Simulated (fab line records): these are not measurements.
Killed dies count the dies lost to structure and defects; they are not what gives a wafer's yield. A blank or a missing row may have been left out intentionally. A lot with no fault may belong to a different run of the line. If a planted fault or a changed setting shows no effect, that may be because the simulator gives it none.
A struck lot beside a sound one    flow sky130    44 out of 708 route steps
Sound: wafers L391.2, L391.3, L391.4. Wafers struck: L395.3, L395.4, L395.5. At the end, the cause is stated.
Order at every step that has rows: each side's tool, ch and its chambers, its first start. Under that, the readings that differ: sound wafers    struck wafers    difference of the means    sigmas: that difference in standard deviations of wafers without a fault.
alike: same words and numbers on both sides, and readings whose means sit less than 2 such deviations apart. not compared: any withheld reading, any reading some wafer has no value for, any bound like >300 that may hide the same value, and any number with overlapping values for which the record gives no deviation.
Wherever a step has rows on one side only, a row that says differs or no value, or a row with sigmas, the two part there. Non-overlapping numbers with no deviation appear without sigmas and do not part them. Lack of a reading on every wafer of one side parts them only where that side has two or more wafers.

SKY_SONOS_ONO_THK_MEAS_03:
  struck on film-metro-03, day 12 21:51; sound on film-metro-03, day 11 12:34
reading                    sound              struck             difference  sigmas
SONOS_ONO_CVD_02_THK (nm)  10.51 10.61 10.54  10.26 10.22 10.14  -0.35       -3
then, 1 step without rows for these wafers: SKY_SONOS_ONO_CVD_04 (deposits SiO2 from SiH4/N2O, target thk 5.7199 nm).
SKY_SONOS_ONO_THK_MEAS_05:
  struck on film-metro-01, day 12 23:10; sound on film-metro-02, day 11 14:30
  alike: SONOS_ONO_CVD_04_THK
then, 7 steps without rows for these wafers: SKY_SONOS_ONO_DEHYDRATE_06 (time 60 s); SKY_SONOS_ONO_HMDS_07 (prime time 60 s); SKY_SONOS_ONO_COAT_08 (resist thk 1140 nm); SKY_SONOS_ONO_SOFTBAKE_09 (time 60 s); SKY_SONOS_ONO_EXPOSE_10 (exposes mask ONOM, target cd 410 nm); SKY_SONOS_ONO_PEB_11; SKY_SONOS_ONO_DEVELOP_12 (develop time 60 s).
SKY_SONOS_ONO_CD_MEAS_13 targets a cd of 410 nm.
  struck on cd-sem-02, day 13 22:39; sound on cd-sem-02, day 12 13:50
reading     sound              struck             difference  sigmas
cd-nm (nm)  406.0 407.6 409.6  412.2 413.4 411.9  +4.8        +2
SKY_SONOS_ONO_OVL_MEAS_14:
  struck on overlay-02, day 13 22:44; sound on overlay-01, day 12 13:56
  alike: SONOS_ONO_OVL
SKY_SONOS_ONO_ETCH_15: etches the open film in CHF3/O2, target depth 19.52 nm, time 7.8 s.
  sound on rie-diel-01 ch 0,1,3, day 12 13:58; struck on rie-diel-03 ch 0,1,2, day 13 22:46
  no value came back on the struck wafers for any of 6 readings (O2_flow_sccm (sccm), bias-w (W) and others); on the sound wafers O2_flow_sccm (sccm) reads 5.020 4.994 4.981
reading                                         sound              struck             difference  sigmas
model.NOVOLAK_of_SONOS_ONO_COAT_08.thk-nm (nm)  1120 1122 1122     1145 1145 1141     +22         
model.SiO2_of_FIELD_ISO_CVD_24.thk-nm (nm)      399.4 399.8 399.2  401.8 402.8 403.5  +3.2        
model.SiO2_of_NWELL_OXIDATION_01.thk-nm (nm)    5.38 5.105 5.179   8.58 8.52 8.522    +3.32       
then, 1 step without rows for these wafers: SKY_SONOS_ONO_WET_ETCH_16 (etches SiO2 in dHF, target depth 14 nm, time 280 s).
SKY_SONOS_ONO_STRIP_17: strips in O2/N2.
  sound on plasma-asher-04 ch 0,1, day 12 14:04; struck on plasma-asher-02 ch 0,1, day 13 22:55
reading                       sound              struck             difference  sigmas
strip-time-to-endpoint-s (s)  14.06 14.08 14.09  14.23 14.24 14.19  +0.14       +4
  alike: drypump-motor-current-A, oes-product-au
  not compared: rf-hours-counter-h
then, 3 steps without rows for these wafers: SKY_SONOS_ONO_WET_ETCH_18 (etches Si3N4 in H3PO4, target depth 15 nm, time 172 s); SKY_GATE_OXIDE_CLEAN_00 (cleans in SC1/SC2, time 150 s); SKY_GATE_OXIDE_OXIDATION_01 (stabilise 600 s, purge 300 s, target thk 10.268 nm).
SKY_GATE_OXIDE_THK_MEAS_02:
  struck on film-metro-03, day 14 02:16; sound on film-metro-03, day 12 15:42
  alike: GATE_OXIDE_OXIDATION_00_THK
then, 7 steps without rows for these wafers: SKY_GATE_OXIDE_DEHYDRATE_03 (time 60 s); SKY_GATE_OXIDE_HMDS_04 (prime time 60 s); SKY_GATE_OXIDE_COAT_05 (resist thk 1140 nm); SKY_GATE_OXIDE_SOFTBAKE_06 (time 60 s); SKY_GATE_OXIDE_EXPOSE_07 (exposes mask LVOM, target cd 600 nm); SKY_GATE_OXIDE_PEB_08; SKY_GATE_OXIDE_DEVELOP_09 (develop time 60 s).
SKY_GATE_OXIDE_OVL_MEAS_10:
  struck on overlay-01, day 15 04:47; sound on overlay-02, day 13 15:52
  alike: GATE_OXIDE_OVL
then, 2 steps without rows for these wafers: SKY_GATE_OXIDE_IMPLANT_11; SKY_GATE_OXIDE_WET_ETCH_12 (etches SiO2 in dHF, target depth 16.8 nm, time 336 s).
SKY_GATE_OXIDE_STRIP_13: strips in O2/N2.
  sound on plasma-asher-04 ch 0,1, day 13 16:09; struck on plasma-asher-04 ch 0,1, day 15 05:05
  alike: drypump-motor-current-A, oes-product-au, strip-time-to-endpoint-s
  not compared: rf-hours-counter-h
SKY_GATE_OXIDE_TW_MEAS_14:
  struck on film-metro-01, day 15 05:13; sound on film-metro-04, day 13 16:16
reading        sound              struck             difference  sigmas
GATE_OXIDE_TW  227.8 227.3 229.2  224.5 224.1 223.9  -3.9        -2
then, 3 steps without rows for these wafers: SKY_GATE_OXIDE_CLEAN_15 (cleans in SC1/SC2, time 150 s); SKY_GATE_OXIDE_OXIDATION_16 (stabilise 600 s, purge 300 s, target thk 3.57 nm); SKY_POLY_GATE_CVD_00 (deposits poly-Si, target thk 180 nm, time 720 s).
SKY_POLY_GATE_THK_MEAS_01:
  struck on film-metro-04, day 15 10:14; sound on film-metro-04, day 13 19:06
  alike: POLY_GATE_CVD_00_THK
then, 7 steps without rows for these wafers: SKY_RES_PROTECT_DEHYDRATE_00 (time 60 s); SKY_RES_PROTECT_HMDS_01 (prime time 60 s); SKY_RES_PROTECT_COAT_02 (resist thk 1140 nm); SKY_RES_PROTECT_SOFTBAKE_03 (time 60 s); SKY_RES_PROTECT_EXPOSE_04 (exposes mask RPM, target cd 1270 nm); SKY_RES_PROTECT_PEB_05; SKY_RES_PROTECT_DEVELOP_06 (develop time 60 s).
-- the record jumps here: 15 days lie between the struck wafers' starts before and after (it left off in module RES_PROTECT and takes up again in module SALICIDE, whose first step shown is number 361 of the route) --
SKY_SALICIDE_CLEAN_00: cleans in HF-last, time 30 s.
  sound on wet-bench-04 ch 0, day 27 13:55; struck on wet-bench-02 ch 2, day 29 23:32
reading                                     sound              struck             difference  sigmas
model.SiO2_of_FIELD_ISO_CVD_24.thk-nm (nm)  358.9 359.4 358.7  360.9 361.9 362.8  +2.9        
-- the record jumps here: 17 days lie between the struck wafers' starts before and after (it left off in module SALICIDE and takes up again in module PAD_OPEN, whose first step shown is number 708 of the route) --
SKY_PAD_OPEN_PROBE_99:
  struck on prober-02, day 47 07:14; sound on prober-01, day 45 15:23
reading                                 sound                          struck                         difference  sigmas
model.etest.nfet_16v.r-on-ohm-um        1.447e+04 1.457e+04 1.442e+04  1.776e+04 1.785e+04 1.768e+04  +3.277e+03  
model.etest.pfet_16v.r-on-ohm-um        1.501e+04 1.524e+04 1.494e+04  1.596e+04 1.647e+04 1.624e+04  +1.160e+03  
model.etest.pfet-g5v0d10v5.r-on-ohm-um  4678 4722 4723                 5395 5421 5353                 +682        
model.etest.nfet-g5v0d10v5.r-on-ohm-um  1885 1880 1885                 2486 2476 2434                 +582        
model.etest.nfet-g5v0d10v5.drive-ua-um  592.9 598.8 609.5              395.9 394.3 395.9              -205.0      
model.etest.tip-sonos.rs-ohm-sq         2691 2670 2643                 2975 2998 2964                 +311        
model.etest.nfet_05v0_nvt.drive-ua-um   572.5 569.5 575.4              425.2 420.8 424.2              -149.1      
model.etest.nfet_16v.drive-ua-um        216.3 217 218.8                133.7 132.7 133.6              -84.0       
  alike: killed_at_M0_to_M3, killed_at_M4_up, killed-at-contacts, killed-at-front-end, killed-at-other, killed-dies, killed-open, killed-short

== WHERE THEY PART ==
Last at SKY_GATE_OXIDE_TW_MEAS_14 as far as this record goes, first at SKY_SONOS_ONO_THK_MEAS_03. Later steps at which nothing parts them and some readings are alike: SKY_POLY_GATE_THK_MEAS_01, SKY_PAD_OPEN_PROBE_99.

WHY: what the simulator had put in
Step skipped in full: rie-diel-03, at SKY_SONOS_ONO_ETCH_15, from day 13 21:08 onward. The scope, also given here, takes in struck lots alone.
